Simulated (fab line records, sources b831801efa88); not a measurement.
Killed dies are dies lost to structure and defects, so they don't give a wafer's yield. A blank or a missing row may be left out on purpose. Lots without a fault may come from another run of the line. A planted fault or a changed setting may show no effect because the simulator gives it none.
fab line records | flow gf180mcu
record lots=24 wafers=72 last_day=34
route steps=602 shown M3@425 V3@446 V4@500 MIM@507
lots that met no fault: from a run of the same line without faults
start_h: hours from the record's first day to the start of the lot's first wafer shown | wait_h: hours since the lot's step before | " the same as in the row above | L1.1+2: a row that stands for several wafers | - no value, or no start given | * or withheld: withheld | < > ~ a bound
route shown NAME@n: a module of which the file shows steps, and the number in the route of the first | usual: mean/standard deviation of fault-free wafers | same: alike in all rows | chamber/n: place in a boat | sites: the reading at each site | _std_site: their standard deviation | _edge_site: outer sites' mean less inner sites' | radius_mm: how far each site lies from the wafer's centre | mask NAME#n: copy n | behind: the tool/chamber that last shaped the wafer | hold: why the lot was held/for how many hours/how that ended | device: the transistor (n, p or np) that didn't switch | end of line: the same wafers' tests at the end of the route | a step without rows: its recipe alone | killed: dies lost to structure and defects at the first sort, not the wafer's yield | map: a wafer's dies, x killed, . not, _ none there
set.NAME: the setting as run; set.NAME@STEP: as run at that earlier step | model.NAME: the simulator's own value behind a step, which no gauge read
steps of the route over a sample of lots; a table a step, a row a wafer
services: from which hour (start_h, from the record's first day; less than 0 if before it) a tool's chamber was out of use, for how many hours, and why
## steps
# step GF_M3_METAL_ETCH_16
# recipe chemistry=Cl2/BCl3 mask_material=KrF target_depth_nm=627.5 stop_on=SiO2 pressure_mtorr=8 icp_w=800 bias_w=140 Cl2_flow_sccm=80 bcl3_flow_sccm=40 time_s=104.6
# usual drypump_motor_current_A=5.43/0.28 oes_product_au=0.972/0.0067 throttle_valve_pct=28.250/0.011
# columns lot.wafer tool chamber start_h wait_h drypump_motor_current_A oes_product_au rf_hours_counter_h throttle_valve_pct
L074.2 rie_metal-04 0 497.22 0.0 5.57 0.972 2 28.246
L074.3 " 1 " " 5.18 0.967 - 28.237
L074.5 " 1 " " 5.19 0.976 - 28.252
L075.1 rie_metal-04 1 508.83 0.0 5.19 0.984 0 28.225
L075.2 " 0 " " 5.56 0.979 2 28.262
L075.3 " 1 " " 5.22 0.987 - 28.250
L076.1 rie_metal-03 0 512.63 0.0 5.67 0.975 10 28.252
L076.3 " 1 " " 4.96 0.976 - 28.255
L076.6 " 0 " " 5.68 0.970 - 28.234
L077.2 rie_metal-04 1 523.53 0.0 5.20 0.972 1 28.251
L077.5 " 1 " " 5.18 0.970 - 28.249
L077.6 " 0 " " 5.57 0.975 - 28.258
L078.2 rie_metal-04 1 529.11 0.0 5.22 0.964 1 28.267
L078.3 " 1 " " 5.22 0.964 - 28.247
L078.6 " 1 " " 5.20 0.967 - 28.260
L079.3 rie_metal-03 0 539.82 0.1 5.70 0.972 - 28.256
L079.5 " 0 " " 5.73 0.969 - 28.269
L079.6 " 1 " " 4.94 0.974 - 28.227
L080.3 rie_metal-02 1 545.57 0.1 5.59 0.978 - 28.269
L080.4 " 0 " " 5.64 0.981 - 28.247
L080.6 " 0 " " 5.66 0.983 - 28.249
L081.3 rie_metal-03 0 549.97 0.1 5.71 0.976 - 28.259
L081.4 " 1 " " 4.94 0.978 - 28.244
L081.6 " 1 " " 4.93 0.980 - 28.255
L082.3 rie_metal-03 1 564.99 0.1 4.96 0.977 - 28.252
L082.4 " 0 " " 5.70 0.972 - 28.264
L082.6 " 1 " " 4.96 0.978 - 28.267
L083.1 rie_metal-04 0 571.23 0.0 5.55 0.965 3 28.244
L083.2 " 1 " " 5.19 0.965 2 28.254
L083.3 " 0 " " 5.57 0.972 - 28.243
L084.1 rie_metal-04 1 575.46 0.0 5.16 0.973 2 28.250
L084.3 " 1 " " 5.18 0.972 - 28.241
L084.4 " 0 " " 5.57 0.982 - 28.239
L085.1 rie_metal-03 1 586.76 0.0 4.93 0.971 2 28.252
L085.5 " 1 " " 4.95 0.971 - 28.242
L085.6 " 0 " " 5.67 0.967 - 28.249
L086.1 rie_metal-03 0 591.06 0.0 5.68 0.976 13 28.245
L086.3 " 1 " " 4.96 0.974 - 28.254
L086.5 " 0 " " 5.66 0.964 - 28.238
L087.2 rie_metal-04 1 602.28 0.0 5.18 0.968 3 28.249
L087.4 " 0 " " 5.58 0.969 - 28.252
L087.5 " 0 " " 5.59 0.977 - 28.245
L088.3 rie_metal-02 0 609.40 0.1 5.69 0.969 - 28.257
L088.4 " 1 " " 5.58 0.970 - 28.252
L088.6 " 0 " " 5.67 0.984 - 28.232
L089.2 rie_metal-02 0 612.78 0.0 5.67 0.981 12 28.250
L089.4 " 0 " " 5.65 0.973 - 28.242
L089.5 " 0 " " 5.66 0.967 - 28.239
L090.1 rie_metal-04 0 620.01 0.0 5.57 0.980 5 28.240
L090.3 " 0 " " 5.57 0.968 - 28.256
L090.4 " 1 " " 5.18 0.974 - 28.266
L091.1 rie_metal-02 1 628.88 0.0 5.59 0.967 11 28.244
L091.4 " 1 " " 5.59 0.963 - 28.252
L091.5 " 1 " " 5.60 0.964 - 28.247
L092.4 rie_metal-02 1 633.82 0.1 5.57 0.972 - 28.240
L092.5 " 1 " " 5.59 0.969 - 28.242
L092.6 " 1 " " 5.58 0.975 - 28.248
L093.2 rie_metal-02 0 645.43 0.0 5.65 0.971 0 28.267
L093.3 " 0 " " 5.66 0.971 - 28.262
L093.6 " 0 " " 5.65 0.963 - 28.252
L094.4 rie_metal-03 1 649.22 0.0 4.96 0.976 - 28.252
L094.5 " 0 " " 5.65 0.967 - 28.268
L094.6 " 1 " " 4.97 0.970 - 28.253
L095.1 rie_metal-02 0 655.08 0.0 5.66 0.967 0 28.257
L095.3 " 0 " " 5.68 0.972 - 28.251
L095.6 " 0 " " 5.67 0.963 - 28.264
L096.1 rie_metal-03 0 661.73 0.0 5.71 0.977 1 28.248
L096.3 " 1 " " 4.96 0.964 - 28.260
L096.4 " 0 " " 5.70 0.975 - 28.275
L097.1 rie_metal-03 1 669.30 0.0 4.94 0.965 5 28.242
L097.2 " 0 " " 5.69 0.967 2 28.267
L097.5 " 1 " " 4.96 0.961 - 28.264
# step GF_M3_STRIP_17
# recipe chemistry=O2/N2 power_w=1400 pressure_mtorr=1500 platen_temp_c=250 o2_flow_sccm=3000 n2_flow_sccm=300 overash_fraction=0.5
# usual drypump_motor_current_A=5.9/0.64 heater_power_w=343/36 oes_product_au=0.557/0.0044 strip_time_to_endpoint_s=7.84/0.037
# columns lot.wafer tool chamber start_h wait_h drypump_motor_current_A heater_power_w oes_product_au rf_hours_counter_h strip_time_to_endpoint_s
L074.2 plasma_asher-02 1 497.33 0.1 6.2 386 0.555 41 7.82
L074.3 " 0 " " 5.1 353 0.559 - 7.84
L074.5 " 1 " " 6.2 382 0.552 - 7.85
L075.1 plasma_asher-02 1 508.94 0.1 6.2 376 0.554 42 7.85
L075.2 " 0 " " 5.1 352 0.560 42 7.85
L075.3 " 0 " " 5.1 347 0.560 - 7.84
L076.1 plasma_asher-02 1 512.74 0.1 6.2 372 0.553 43 7.85
L076.3 " 0 " " 5.0 358 0.562 - 7.85
L076.6 " 0 " " 5.0 349 0.554 - 7.86
L077.2 plasma_asher-04 0 523.64 0.1 6.8 348 0.559 91 7.87
L077.5 " 0 " " 6.8 344 0.561 - 7.85
L077.6 " 1 " " 5.3 310 0.559 - 7.87
L078.2 plasma_asher-01 0 529.22 0.1 6.6 261 0.554 76 7.82
L078.3 " 0 " " 6.6 251 0.549 - 7.84
L078.6 " 1 " " 5.8 366 0.562 - 7.87
L079.3 plasma_asher-02 0 539.93 0.1 5.1 349 0.565 - 7.86
L079.5 " 1 " " 6.2 380 0.558 - 7.87
L079.6 " 0 " " 5.0 357 0.550 - 7.83
L080.3 plasma_asher-01 1 545.68 0.1 5.8 377 0.566 - 7.83
L080.4 " 0 " " 6.6 264 0.562 - 7.80
L080.6 " 0 " " 6.6 255 0.560 - 7.80
L081.3 plasma_asher-01 0 550.08 0.1 6.6 263 0.550 - 7.86
L081.4 " 1 " " 5.8 377 0.559 - 7.82
L081.6 " 1 " " 5.8 377 0.560 - 7.85
L082.3 plasma_asher-02 0 565.10 0.1 5.1 344 0.563 - 7.84
L082.4 " 1 " " 6.2 375 0.558 - 7.87
L082.6 " 1 " " 6.2 368 0.552 - 7.79
L083.1 plasma_asher-02 0 571.34 0.1 5.1 353 0.561 49 7.86
L083.2 " 1 " " 6.2 379 0.553 49 7.83
L083.3 " 1 " " 6.2 377 0.554 - 7.86
L084.1 plasma_asher-04 1 575.57 0.1 5.3 303 0.561 96 7.92
L084.3 " 0 " " 6.7 340 0.554 - 7.90
L084.4 " 1 " " 5.3 308 0.553 - 7.87
L085.1 plasma_asher-04 1 586.88 0.1 5.3 306 0.548 97 7.78
L085.5 " 0 " " 6.8 340 0.550 - 7.81
L085.6 " 1 " " 5.3 307 0.561 - 7.89
L086.1 plasma_asher-02 1 591.17 0.1 6.2 371 0.555 51 7.84
L086.3 " 1 " " 6.2 360 0.558 - 7.80
L086.5 " 0 " " 5.1 350 0.558 - 7.85
L087.2 plasma_asher-01 1 602.39 0.1 5.8 363 0.558 84 7.87
L087.4 " 0 " " 6.6 263 0.557 - 7.90
L087.5 " 1 " " 5.8 384 0.559 - 7.92
L088.3 plasma_asher-02 1 609.51 0.1 6.2 385 0.558 - 7.87
L088.4 " 0 " " 5.1 355 0.561 - 7.84
L088.6 " 0 " " 5.0 359 0.556 - 7.83
L089.2 plasma_asher-02 0 612.89 0.1 5.1 354 0.558 53 7.79
L089.4 " 1 " " 6.3 366 0.560 - 7.80
L089.5 " 0 " " 5.1 356 0.554 - 7.79
L090.1 plasma_asher-04 0 620.13 0.1 6.7 339 0.555 99 7.81
L090.3 " 0 " " 6.6 332 0.548 - 7.82
L090.4 " 1 " " 5.3 322 0.563 - 7.83
L091.1 plasma_asher-04 1 629.10 0.2 5.3 313 0.550 100 7.78
L091.4 " 1 " " 5.3 310 0.550 - 7.77
L091.5 " 0 " " 6.7 343 0.556 - 7.78
L092.4 plasma_asher-04 1 633.96 0.1 5.3 313 0.560 - 7.84
L092.5 " 0 " " 6.8 343 0.553 - 7.84
L092.6 " 1 " " 5.3 307 0.558 - 7.81
L093.2 plasma_asher-02 0 645.54 0.1 5.0 356 0.557 57 7.85
L093.3 " 1 " " 6.2 375 0.563 - 7.85
L093.6 " 0 " " 5.0 349 0.550 - 7.86
L094.4 plasma_asher-02 0 649.33 0.1 5.1 354 0.557 - 7.74
L094.5 " 0 " " 5.1 349 0.556 - 7.85
L094.6 " 1 " " 6.2 378 0.562 - 7.79
L095.1 plasma_asher-04 1 655.19 0.1 5.3 306 0.559 103 7.87
L095.3 " 0 " " 6.7 342 0.558 - 7.88
L095.6 " 0 " " 6.7 343 0.561 - 7.86
L096.1 plasma_asher-01 0 661.85 0.1 6.6 264 0.555 91 7.91
L096.3 " 1 " " 5.8 376 0.551 - 7.86
L096.4 " 0 " " 6.6 251 0.560 - 7.89
L097.1 plasma_asher-02 1 669.42 0.1 6.2 381 0.561 59 7.84
L097.2 " 0 " " 5.0 349 0.560 59 7.94
L097.5 " 1 " " 6.3 374 0.554 - 7.87
# step GF_V3_ETCH_17
# recipe chemistry=C4F8/O2/Ar mask_material=KrF target=SiO2 stop_on=TiN source_w=1451 bias_w=1200 pressure_mtorr=40 c4f8_flow_sccm=withheld O2_flow_sccm=6 Ar_flow_sccm=300 time_s=withheld target_depth_a=6350
# usual oes_product_au=0.855/0.0047
# columns lot.wafer tool chamber start_h wait_h oes_product_au
L074.2 rie_diel-04 3 - - 0.860
L074.3 " 1 " " 0.860
L074.5 " 0 " " 0.863
L075.1 rie_diel-04 1 - - 0.853
L075.2 " 2 " " 0.854
L075.3 " 3 " " 0.856
L076.1 rie_diel-02 2 - - 0.851
L076.3 " 1 " " 0.856
L076.6 " 1 " " 0.859
L077.2 rie_diel-04 3 - - 0.861
L077.5 " 2 " " 0.850
L077.6 " 0 " " 0.852
L078.2 rie_diel-03 2 - - 0.853
L078.3 " 1 " " 0.855
L078.6 " 3 " " 0.861
L079.3 rie_diel-04 3 - - 0.859
L079.5 " 2 " " 0.859
L079.6 " 0 " " 0.854
L080.3 rie_diel-03 2 - - 0.854
L080.4 " 1 " " 0.851
L080.6 " 1 " " 0.855
L081.3 rie_diel-02 1 - - 0.857
L081.4 " 3 " " 0.845
L081.6 " 0 " " 0.848
L082.3 rie_diel-04 2 - - 0.854
L082.4 " 1 " " 0.854
L082.6 " 2 " " 0.849
L083.1 rie_diel-02 3 - - 0.851
L083.2 " 0 " " 0.860
L083.3 " 2 " " 0.858
L084.1 rie_diel-02 0 - - 0.856
L084.3 " 3 " " 0.850
L084.4 " 2 " " 0.859
L085.1 rie_diel-04 1 - - 0.863
L085.5 " 2 " " 0.858
L085.6 " 1 " " 0.856
L086.1 rie_diel-03 2 - - 0.863
L086.3 " 3 " " 0.851
L086.5 " 3 " " 0.858
L087.2 rie_diel-04 1 - - 0.854
L087.4 " 0 " " 0.856
L087.5 " 2 " " 0.847
L088.3 rie_diel-04 3 - - 0.854
L088.4 " 1 " " 0.855
L088.6 " 3 " " 0.857
L089.2 rie_diel-03 1 - - 0.855
L089.4 " 2 " " 0.854
L089.5 " 1 " " 0.853
L090.1 rie_diel-03 3 - - 0.863
L090.3 " 0 " " 0.856
L090.4 " 2 " " 0.861
L091.1 rie_diel-03 3 - - 0.861
L091.4 " 1 " " 0.865
L091.5 " 2 " " 0.850
L092.4 rie_diel-04 3 - - 0.856
L092.5 " 0 " " 0.861
L092.6 " 3 " " 0.854
L093.2 rie_diel-04 1 - - 0.855
L093.3 " 0 " " 0.848
L093.6 " 3 " " 0.850
L094.4 rie_diel-02 0 - - 0.858
L094.5 " 3 " " 0.848
L094.6 " 0 " " 0.858
L095.1 rie_diel-02 1 - - 0.859
L095.3 " 2 " " 0.857
L095.6 " 2 " " 0.852
L096.1 rie_diel-04 1 - - 0.859
L096.3 " 2 " " 0.849
L096.4 " 3 " " 0.854
L097.1 rie_diel-04 1 - - 0.854
L097.2 " 3 " " 0.853
L097.5 " 1 " " 0.856
# step GF_V3_SPUTTER_22
# recipe material=TiN target_thk_nm=10 chamber_pressure_pa=5 power_w=4000 time_s=40
# usual throttle_valve_pct=29.8/0.54
# columns lot.wafer tool chamber start_h wait_h throttle_valve_pct
L074.2 pvd_sputter-02 - 522.90 0.0 29.4
L074.3 " - " " 29.8
L074.5 " - " " 29.7
L075.1 pvd_sputter-01 - 534.51 0.0 30.1
L075.2 " - " " 30.2
L075.3 " - " " 29.7
L076.1 pvd_sputter-02 - 538.99 0.0 29.4
L076.3 " - " " 29.5
L076.6 " - " " 30.6
L077.2 pvd_sputter-03 - 548.84 0.0 31.1
L077.5 " - " " 29.7
L077.6 " - " " 31.0
L078.2 pvd_sputter-02 - 554.44 0.0 29.9
L078.3 " - " " 29.7
L078.6 " - " " 29.9
L079.3 pvd_sputter-02 - 564.39 0.0 30.5
L079.5 " - " " 30.6
L079.6 " - " " 30.0
L080.3 pvd_sputter-01 - 569.97 0.0 30.3
L080.4 " - " " 30.1
L080.6 " - " " 30.1
L081.3 pvd_sputter-02 - 573.87 0.0 30.8
L081.4 " - " " 29.2
L081.6 " - " " 30.7
L082.3 pvd_sputter-02 - 588.78 0.0 29.5
L082.4 " - " " 30.6
L082.6 " - " " 29.7
L083.1 pvd_sputter-02 - 594.31 0.0 30.0
L083.2 " - " " 29.5
L083.3 " - " " 29.4
L084.1 pvd_sputter-02 - 598.70 0.0 30.8
L084.3 " - " " 29.6
L084.4 " - " " 29.8
L085.1 pvd_sputter-01 - 610.21 0.0 30.1
L085.5 " - " " 29.8
L085.6 " - " " 29.8
L086.1 pvd_sputter-01 - 614.08 0.0 30.0
L086.3 " - " " 30.3
L086.5 " - " " 29.6
L087.2 pvd_sputter-01 - 625.48 0.0 29.2
L087.4 " - " " 29.8
L087.5 " - " " 29.6
L088.3 pvd_sputter-02 - 631.96 0.0 29.9
L088.4 " - " " 29.3
L088.6 " - " " 29.0
L089.2 pvd_sputter-03 - 635.01 0.0 29.6
L089.4 " - " " 29.0
L089.5 " - " " 29.7
L090.1 pvd_sputter-03 - 642.74 0.0 28.9
L090.3 " - " " 31.0
L090.4 " - " " 29.4
L091.1 pvd_sputter-02 - 651.66 0.0 29.9
L091.4 " - " " 29.4
L091.5 " - " " 29.8
L092.4 pvd_sputter-02 - 655.46 0.0 30.7
L092.5 " - " " 29.7
L092.6 " - " " 29.4
L093.2 pvd_sputter-02 - 667.17 0.0 29.5
L093.3 " - " " 29.9
L093.6 " - " " 29.2
L094.4 pvd_sputter-01 - 671.00 0.0 30.0
L094.5 " - " " 29.4
L094.6 " - " " 30.2
L095.1 pvd_sputter-02 - 676.63 0.0 29.7
L095.3 " - " " 29.4
L095.6 " - " " 29.1
L096.1 pvd_sputter-02 - 683.66 0.0 29.2
L096.3 " - " " 30.7
L096.4 " - " " 29.8
L097.1 pvd_sputter-02 - 690.68 0.0 29.9
L097.2 " - " " 29.5
L097.5 " - " " 29.6
# step GF_V4_RS_MEAS_24
# recipe thk_meas_gauge=four-point-probe reads=W_of_V4_CVD_23+TiN_of_V4_SPUTTER_22+Ti_of_V4_SPUTTER_21
# usual V4_W_RS=0.327/0.0036
# columns lot.wafer tool chamber start_h wait_h V4_W_RS[ohm/sq]
L074.2 film_metro-03 - 571.43 0.1 0.329
L074.3 " - " " 0.328
L074.5 " - " " 0.329
L075.1 film_metro-04 - 582.11 0.1 0.326
L075.2 " - " " 0.325
L075.3 " - " " 0.327
L076.1 film_metro-01 - 586.30 0.1 0.328
L076.3 " - " " 0.327
L076.6 " - " " 0.326
L077.2 film_metro-04 - 595.57 0.1 0.326
L077.5 " - " " 0.331
L077.6 " - " " 0.326
L078.2 film_metro-01 - 600.73 0.1 0.329
L078.3 " - " " 0.331
L078.6 " - " " 0.333
L079.3 film_metro-03 - 609.66 0.1 0.327
L079.5 " - " " 0.321
L079.6 " - " " 0.325
L080.3 film_metro-03 - 616.19 0.1 0.326
L080.4 " - " " 0.322
L080.6 " - " " 0.321
L081.3 film_metro-04 - 619.98 0.1 0.329
L081.4 " - " " 0.333
L081.6 " - " " 0.334
L082.3 film_metro-04 - 633.44 0.1 0.332
L082.4 " - " " 0.326
L082.6 " - " " 0.331
L083.1 film_metro-01 - 639.20 0.1 0.323
L083.2 " - " " 0.327
L083.3 " - " " 0.324
L084.1 film_metro-03 - 643.45 0.2 0.322
L084.3 " - " " 0.324
L084.4 " - " " 0.319
L085.1 film_metro-01 - 654.05 0.1 0.331
L085.5 " - " " 0.329
L085.6 " - " " 0.328
L086.1 film_metro-01 - 658.14 0.1 0.327
L086.3 " - " " 0.324
L086.5 " - " " 0.326
L087.2 film_metro-04 - 668.82 0.1 0.324
L087.4 " - " " 0.328
L087.5 " - " " 0.334
L088.3 film_metro-03 - 674.94 0.1 0.325
L088.4 " - " " 0.328
L088.6 " - " " 0.324
L089.2 film_metro-04 - 677.83 0.1 0.325
L089.4 " - " " 0.330
L089.5 " - " " 0.329
L090.1 film_metro-01 - 684.67 0.1 0.327
L090.3 " - " " 0.329
L090.4 " - " " 0.333
L091.1 film_metro-04 - 693.24 0.1 0.328
L091.4 " - " " 0.325
L091.5 " - " " 0.325
L092.4 film_metro-03 - 696.91 0.1 0.328
L092.5 " - " " 0.332
L092.6 " - " " 0.331
L093.2 film_metro-03 - 708.18 0.1 0.325
L093.3 " - " " 0.323
L093.6 " - " " 0.323
L094.4 film_metro-04 - 711.86 0.1 0.333
L094.5 " - " " 0.331
L094.6 " - " " 0.334
L095.1 film_metro-03 - 716.91 0.1 0.332
L095.3 " - " " 0.331
L095.6 " - " " 0.328
L096.1 film_metro-04 - 723.41 0.1 0.329
L096.3 " - " " 0.329
L096.4 " - " " 0.332
L097.1 film_metro-01 - 730.39 0.1 0.331
L097.2 " - " " 0.327
L097.5 " - " " 0.334
# step GF_MIM_SPUTTER_04
# recipe material=TiN target_thk_nm=50 power_w=6500 time_s=41.7 chamber_pressure_pa=0.4
# usual throttle_valve_pct=30.0/0.55
# columns lot.wafer tool chamber start_h wait_h throttle_valve_pct
L074.2 pvd_sputter-01 - 572.07 0.0 29.7
L074.3 " - " " 30.1
L074.5 " - " " 30.2
L075.1 pvd_sputter-01 - 582.77 0.0 30.1
L075.2 " - " " 29.6
L075.3 " - " " 30.1
L076.1 pvd_sputter-04 - 586.96 0.0 31.0
L076.3 " - " " 29.7
L076.6 " - " " 29.7
L077.2 pvd_sputter-01 - 596.21 0.0 29.3
L077.5 " - " " 30.1
L077.6 " - " " 30.2
L078.2 pvd_sputter-04 - 601.37 0.0 29.5
L078.3 " - " " 29.5
L078.6 " - " " 29.9
L079.3 pvd_sputter-03 - 610.28 0.0 29.6
L079.5 " - " " 31.4
L079.6 " - " " 29.5
L080.3 pvd_sputter-04 - 616.81 0.0 29.7
L080.4 " - " " 29.7
L080.6 " - " " 30.3
L081.3 pvd_sputter-04 - 620.60 0.0 29.6
L081.4 " - " " 30.0
L081.6 " - " " 31.3
L082.3 pvd_sputter-03 - 634.06 0.0 31.1
L082.4 " - " " 29.3
L082.6 " - " " 29.8
L083.1 pvd_sputter-01 - 639.87 0.0 29.7
L083.2 " - " " 29.4
L083.3 " - " " 30.2
L084.1 pvd_sputter-03 - 644.11 0.0 31.0
L084.3 " - " " 29.5
L084.4 " - " " 28.8
L085.1 pvd_sputter-01 - 654.72 0.0 29.3
L085.5 " - " " 29.9
L085.6 " - " " 29.6
L086.1 pvd_sputter-04 - 658.80 0.0 31.2
L086.3 " - " " 29.8
L086.5 " - " " 29.7
L087.2 pvd_sputter-01 - 669.46 0.0 29.6
L087.4 " - " " 30.1
L087.5 " - " " 30.0
L088.3 pvd_sputter-03 - 675.56 0.0 29.4
L088.4 " - " " 31.0
L088.6 " - " " 29.5
L089.2 pvd_sputter-04 - 678.47 0.0 31.1
L089.4 " - " " 30.0
L089.5 " - " " 30.1
L090.1 pvd_sputter-04 - 685.33 0.0 30.0
L090.3 " - " " 30.0
L090.4 " - " " 30.0
L091.1 pvd_sputter-04 - 693.90 0.0 29.6
L091.4 " - " " 30.8
L091.5 " - " " 29.7
L092.4 pvd_sputter-03 - 697.51 0.0 31.0
L092.5 " - " " 29.7
L092.6 " - " " 29.0
L093.2 pvd_sputter-01 - 708.82 0.0 29.6
L093.3 " - " " 30.2
L093.6 " - " " 29.7
L094.4 pvd_sputter-01 - 712.48 0.0 30.3
L094.5 " - " " 29.8
L094.6 " - " " 29.4
L095.1 pvd_sputter-01 - 717.57 0.0 29.9
L095.3 " - " " 29.7
L095.6 " - " " 29.8
L096.1 pvd_sputter-04 - 724.07 0.0 29.8
L096.3 " - " " 30.2
L096.4 " - " " 29.5
L097.1 pvd_sputter-01 - 731.05 0.0 30.1
L097.2 " - " " 29.5
L097.5 " - " " 29.6
## services
# columns tool chamber start_h hours kind
rie_metal-02 - 486.67 2.8 pm
pvd_sputter-01 - 493.40 5.9 repair
rie_diel-04 2 495.82 6.1 repair
pvd_sputter-03 - 501.47 1.7 repair
rie_metal-02 0 502.13 37.9 repair
pvd_sputter-01 - 524.12 5.0 repair
rie_diel-04 1 526.35 4.6 repair
rie_metal-03 1 529.84 2.2 repair
pvd_sputter-02 - 550.65 3.0 repair
pvd_sputter-04 - 572.64 8.5 repair
rie_diel-04 3 575.38 23.4 repair
pvd_sputter-02 - 576.99 2.1 repair
rie_metal-03 0 593.64 6.9 repair
rie_metal-04 - 597.06 1.2 repair
rie_metal-03 - 597.51 0.6 repair
pvd_sputter-02 - 617.85 9.5 repair
rie_diel-04 1 650.19 1.3 repair
rie_metal-04 0 658.37 2.4 repair
rie_diel-04 1 669.58 12.9 repair
rie_diel-04 - 675.57 0.1 repair
rie_diel-04 3 683.74 2.5 repair
plasma_asher-02 - 691.42 0.8 repair
rie_metal-04 1 696.82 2.1 repair
plasma_asher-02 - 707.43 2.8 pm
## key
fault none
